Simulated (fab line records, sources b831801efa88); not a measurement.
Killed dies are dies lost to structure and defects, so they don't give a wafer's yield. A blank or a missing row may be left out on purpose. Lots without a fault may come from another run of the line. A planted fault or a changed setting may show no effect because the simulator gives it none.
A struck lot beside a sound one | flow gf180mcu | 23 steps out of a route of 602
Sound: wafers L266.1, L266.2, L266.5. Struck: wafers L278.2, L278.6. (L278.4 of the same lot was not struck and is left out.) The cause comes at the end.
At each step with rows: each side's tool, then ch and its chambers, then its first start. Under that, the readings that differ: sound wafers | struck wafers | difference of the means | sigmas: that difference in standard deviations of wafers without a fault.
alike: readings whose means differ by less than 2 such deviations, and words and numbers that are the same on both sides. not compared: withheld readings, readings that some wafer has no value for, bounds like >300 that may hide the same value, and numbers for which the record gives no deviation and whose values overlap.
The two part at a step that has a row with sigmas, a row that says differs or no value, or rows on one side only. Numbers that don't overlap but have no deviation are shown without sigmas and don't part them. A reading that every wafer of one side lacks parts them only if that side has two wafers or more.

first, 5 steps without rows for these wafers: GF_LVPWELL_COAT_02 (resist thk 3000 nm); GF_LVPWELL_SOFTBAKE_03; GF_LVPWELL_EXPOSE_04 (exposes mask LVPWELL, target cd 600 nm); GF_LVPWELL_PEB_05; GF_LVPWELL_DEVELOP_06 (develop time 60 s).
GF_LVPWELL_OVL_MEAS_07:
  sound on overlay-01, day 4 03:02; struck on overlay-02, day 6 21:32
  alike: LVPWELL_OVL
then, 2 steps without rows for these wafers: GF_LVPWELL_IMPLANT_08; GF_LVPWELL_IMPLANT_09.
GF_LVPWELL_STRIP_10: strips in O2/N2.
  sound on plasma_asher-02 ch 0,1, day 4 03:22; struck on plasma_asher-03 ch 1, day 6 21:52
  alike: drypump_motor_current_A, heater_power_w, oes_product_au, strip_time_to_endpoint_s
  not compared: rf_hours_counter_h
GF_LVPWELL_TW_MEAS_11:
  sound on film_metro-03, day 4 03:28; struck on film_metro-04, day 6 21:58
  alike: LVPWELL_TW
then, 2 steps without rows for these wafers: GF_MVSD_DEHYDRATE_00 (time 60 s); GF_MVSD_HMDS_01 (prime time 60 s).
GF_MVSD_COAT_02: resist thk 3000 nm.
  sound on litho_track-02 ch 0, day 4 09:47; struck on litho_track-02 ch 0, day 7 05:25
  reading                                | sound          | struck    | difference | sigmas
  model.coat_of_MVSD_COAT_02.thk_nm (nm) | 2991 2997 3003 | 2195 2198 | -800       |
then, 3 steps without rows for these wafers: GF_MVSD_SOFTBAKE_03; GF_MVSD_EXPOSE_04 (exposes mask MVSD, target cd 1000 nm); GF_MVSD_PEB_05.
GF_MVSD_DEVELOP_06: develop time 60 s.
  sound on litho_track-02 ch 0; struck on litho_track-03 ch 0
  reading                                | sound          | struck    | difference | sigmas
  model.coat_of_MVSD_COAT_02.thk_nm (nm) | 2989 2996 3002 | 2194 2197 | -800       |
GF_MVSD_OVL_MEAS_07:
  sound on overlay-01, day 4 16:50; struck on overlay-02, day 7 13:40
  alike: MVSD_OVL
then, 2 steps without rows for these wafers: GF_MVSD_IMPLANT_08; GF_MVSD_IMPLANT_09.
GF_MVSD_STRIP_10: strips in O2/N2.
  sound on plasma_asher-01 ch 0,1, day 4 17:10; struck on plasma_asher-01 ch 0,1, day 7 13:59
  reading                      | sound             | struck      | difference | sigmas
  strip_time_to_endpoint_s (s) | 36.84 36.92 36.99 | 27.68 27.71 | -9.22      | -92
  alike: drypump_motor_current_A, heater_power_w, oes_product_au
  not compared: rf_hours_counter_h
GF_MVSD_TW_MEAS_11:
  sound on film_metro-04, day 4 17:16; struck on film_metro-04, day 7 14:06
  alike: MVSD_TW
-- the record jumps here: 25 days lie between the struck wafers' starts before and after (it left off in module MVSD and takes up again in module PASSIVATION, whose first step shown is number 602 of the route) --
GF_PASSIVATION_PROBE_99:
  the record has rows for the struck wafers here (prober-02, day 32 16:26) and none for the sound ones

WHERE THEY PART
First at GF_MVSD_STRIP_10; last, within this record, at GF_PASSIVATION_PROBE_99.

WHY: what the simulator had put in
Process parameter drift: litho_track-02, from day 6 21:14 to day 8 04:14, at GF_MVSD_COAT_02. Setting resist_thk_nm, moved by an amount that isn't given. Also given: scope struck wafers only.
